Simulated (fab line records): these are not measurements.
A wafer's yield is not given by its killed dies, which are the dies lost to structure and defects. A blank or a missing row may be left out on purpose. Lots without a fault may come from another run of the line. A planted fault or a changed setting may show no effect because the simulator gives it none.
The tool behind it: which one? -- flow gf180mcu -- Sampling: 13 lots, 39 wafers, 6 of 602 route steps

WHAT THE GAUGES SHOWED, per wafer
GF_HV_LDD_TW_MEAS_23. Usual: for HV_LDD_2_TW the level is 1044 and the standard deviation is 11.
lot,measured,on,HV_LDD_2_TW,flag
L383,day 10 21:07,film metro-02,1053 1059 1056,
L385,day 11 14:37,film metro-01,1062 1056 1057,
L386,day 11 16:34,film metro-04,1032 1033 1030,
L387,day 12 02:28,film metro-02,1048 1052 1052,
L388,day 12 08:41,film metro-04,1034 1028 1035,
L389,day 12 17:28,film metro-01,1057 1053 1056,
L390,day 13 02:59,film metro-02,1052 1048 1054,
L391,day 13 10:22,film metro-02,1050 1055 1057,
L393,day 13 22:22,film metro-04,1030 1033 1027,
L395,day 14 15:00,film metro-04,1037 1036 1038,
L402,day 16 18:48,film metro-02,1044 1045 1044,
L403,day 16 23:34,film metro-04,1041 1043 1041,
L404,day 17 14:43,film metro-01,1059 1061 1062,

GF_HV_LDD_CD_MEAS_31: the cd target is 400 nm. Usual: cd nm reads 400.6 nm (standard deviation 2.3).
lot,measured,on,cd nm (nm),flag
L383,day 11 15:09,cd sem-02,399.5 396.9 397.9,
L385,day 12 09:31,cd sem-02,398.9 400.1 398.8,
L386,day 12 12:12,cd sem-02,403.7 406.4 402.9,
L387,day 12 21:21,cd sem-01,397.8 397.4 398.7,
L388,day 13 03:50,cd sem-01,400.4 401.0 401.1,
L389,day 13 13:07,cd sem-01,400.5 401.2 399.4,
L390,day 13 22:59,cd sem-02,399.9 398.0 400.2,
L391,day 14 06:21,cd sem-01,398.8 399.5 398.3,
L393,day 14 18:55,cd sem-02,398.2 399.6 398.6,
L395,day 15 12:13,cd sem-01,405.2 406.9 406.9,
L402,day 17 17:27,cd sem-01,401.4 399.6 400.2,
L403,day 17 22:46,cd sem-02,400.4 398.4 400.0,
L404,day 18 14:13,cd sem-02,399.3 399.9 398.3,

GF_HV_LDD_OVL_MEAS_47. Usual: for HV_LDD_03_OVL the level is 0.0 nm and the standard deviation is 1.4.
lot,measured,on,HV_LDD_03_OVL (nm),flag
L383,day 12 11:02,overlay-02,1.4 0.7 1.5,
L385,day 13 06:01,overlay-01,-0.9 -2.3 -1.6,
L386,day 13 08:19,overlay-02,1.0 -0.3 0.0,
L387,day 13 17:40,overlay-01,-0.5 -1.0 -1.4,
L388,day 14 00:59,overlay-02,-2.4 -0.4 -1.6,
L389,day 14 10:29,overlay-02,1.0 0.7 0.0,
L390,day 14 20:17,overlay-01,-0.9 1.4 0.8,
L391,day 15 04:10,overlay-02,0.6 2.2 2.7,
L393,day 15 17:02,overlay-01,2.0 1.5 1.6,
L395,day 16 11:13,overlay-02,-2.5 -0.7 -1.4,
L402,day 18 17:56,overlay-01,1.3 0.7 0.2,
L403,day 18 23:22,overlay-02,-1.3 -1.9 -0.2,
L404,day 19 15:34,overlay-02,0.1 -1.0 -0.2,

GF_PSD_RS_MEAS_14: a four-point-probe measurement. Usual: for NSD_RS the level is 46.07 ohm/sq and the standard deviation is 0.083.
lot,measured,on,NSD_RS (ohm/sq),flag
L383,day 14 08:49,film metro-03,46.13 46.05 46.08,
L385,day 15 02:40,film metro-03,46.01 46.11 46.12,
L386,day 15 06:51,film metro-04,46.07 46.09 46.16,
L387,day 15 16:31,film metro-03,45.96 45.93 45.97,
L388,day 15 23:38,film metro-01,46.07 46.30 46.23,
L389,day 16 09:20,film metro-04,46.06 46.11 46.10,
L390,day 16 21:11,film metro-04,46.04 46.07 46.13,
L391,day 17 05:00,film metro-01,46.11 46.22 46.04,
L393,day 17 18:28,film metro-04,46.13 46.11 46.17,
L395,day 18 13:37,film metro-01,46.05 45.98 46.05,
L402,day 20 22:09,film metro-04,46.04 46.03 46.10,
L403,day 21 03:55,film metro-04,49.28 49.33 49.55,OFF
L404,day 21 19:23,film metro-03,49.60 49.54 49.52,OFF

TOOL THAT RAN EACH LOT (tool first, then ch and the chambers of the sampled wafers, then the start)
lot,GF_NSD_IMPLANT_09,GF_NSD_STRIP_11
L383,"implanter-03 ch 0, day 13 11:13","plasma asher-04 ch 0,1, day 13 11:31"
L385,"implanter-01 ch 0, day 14 04:52","plasma asher-04 ch 0,1, day 14 05:10"
L386,"implanter-03 ch 0, day 14 08:58","plasma asher-01 ch 0,1, day 14 09:16"
L387,"implanter-04 ch 0, day 14 18:01","plasma asher-01 ch 0,1, day 14 18:19"
L388,"implanter-04 ch 0, day 15 01:07","plasma asher-01 ch 0,1, day 15 01:23"
L389,"implanter-04 ch 0, day 15 10:47","plasma asher-03 ch 0, day 15 11:04"
L390,"implanter-03 ch 0, day 15 22:16","plasma asher-03 ch 0,1, day 15 22:32"
L391,"implanter-03 ch 0, day 16 05:31","plasma asher-03 ch 0,1, day 16 05:49"
L393,"implanter-01 ch 0, day 16 18:47","plasma asher-01 ch 0,1, day 16 19:04"
L395,"implanter-03 ch 0, day 17 13:16","plasma asher-03 ch 0,1, day 17 13:34"
L402,"implanter-04 ch 0, day 19 21:34","plasma asher-03 ch 0,1, day 19 21:52"
L403,"implanter-03 ch 0, day 20 03:29","plasma asher-04 ch 0, day 20 03:45"
L404,"implanter-03 ch 0, day 20 18:38","plasma asher-04 ch 0,1, day 20 18:55"
- GF_NSD_IMPLANT_09
- GF_NSD_STRIP_11: strips in O2/N2.

WHAT THE TOOLS THEMSELVES READ (means of the sampled wafers that have a number; where no wafer has one, the mark that the record gives instead)
GF_NSD_IMPLANT_09. Usual: beam energy keV reads 60.002 (standard deviation 0.019).
lot,tool,beam energy keV,flag
L383,implanter-03,60.031,
L385,implanter-01,60.013,
L386,implanter-03,59.986,
L387,implanter-04,60.009,
L388,implanter-04,60.005,
L389,implanter-04,59.986,
L390,implanter-03,60.016,
L391,implanter-03,59.986,
L393,implanter-01,59.963,
L395,implanter-03,59.987,
L402,implanter-04,59.994,
L403,implanter-03,48.285,OFF
L404,implanter-03,48.296,OFF

GF_NSD_STRIP_11. Usual: drypump motor current A 5.8 A, standard deviation 0.51; heater power w 307 W, standard deviation 28; oes product au 0.489 a.u., standard deviation 0.0045; strip time to endpoint s 23.07 s, standard deviation 0.042.
lot,tool,drypump motor current A (A),heater power w (W),oes product au (a.u.),strip time to endpoint s (s),flag
L383,plasma asher-04,6.2,316,0.486,23.13,
L385,plasma asher-04,6.2,318,0.491,23.11,
L386,plasma asher-01,5.5,306,0.487,23.07,
L387,plasma asher-01,5.8,274,0.484,23.05,
L388,plasma asher-01,5.5,302,0.489,23.08,
L389,plasma asher-03,5.9,310,0.490,23.03,
L390,plasma asher-03,5.6,306,0.491,23.01,
L391,plasma asher-03,5.6,306,0.484,22.97,
L393,plasma asher-01,5.5,307,0.488,23.10,
L395,plasma asher-03,5.6,303,0.486,23.10,
L402,plasma asher-03,5.6,313,0.487,23.02,
L403,plasma asher-04,6.2,329,0.506,21.56,OFF
L404,plasma asher-04,6.2,325,0.503,21.59,OFF

THE ANSWER, worked out from the rows above alone
Rule: take the mean of a lot's wafers that have a number; if it is more than 3 standard deviations from the usual mean, the lot is off. A lot without any number at a reading at which 4 lots or more have one is off too. The other lots that the step has rows for count as sound. Order of review: gauges by route order, followed by the tools' own readings, for which a lot's mean as printed above is used. The first step at which some lot is off is used, and at that step the reading that is off furthest; a lot without a number counts as furthest.
Off: L403, L404, seen at GF_PSD_RS_MEAS_14 (NSD_RS).
A tool fits if, at a process step before that reading, it ran every lot that is off, and no sound lot after the first of them. The gauges at GF_PSD_RS_MEAS_14 aren't tried: what is off there is off at GF_NSD_IMPLANT_09 too, on other tools, and a gauge's error can't cause that. Undecided on this evidence; 2 tools fit (implanter-03 at GF_NSD_IMPLANT_09, plasma asher-04 at GF_NSD_STRIP_11).

WHAT HAD BEEN PUT IN BY THE SIMULATOR
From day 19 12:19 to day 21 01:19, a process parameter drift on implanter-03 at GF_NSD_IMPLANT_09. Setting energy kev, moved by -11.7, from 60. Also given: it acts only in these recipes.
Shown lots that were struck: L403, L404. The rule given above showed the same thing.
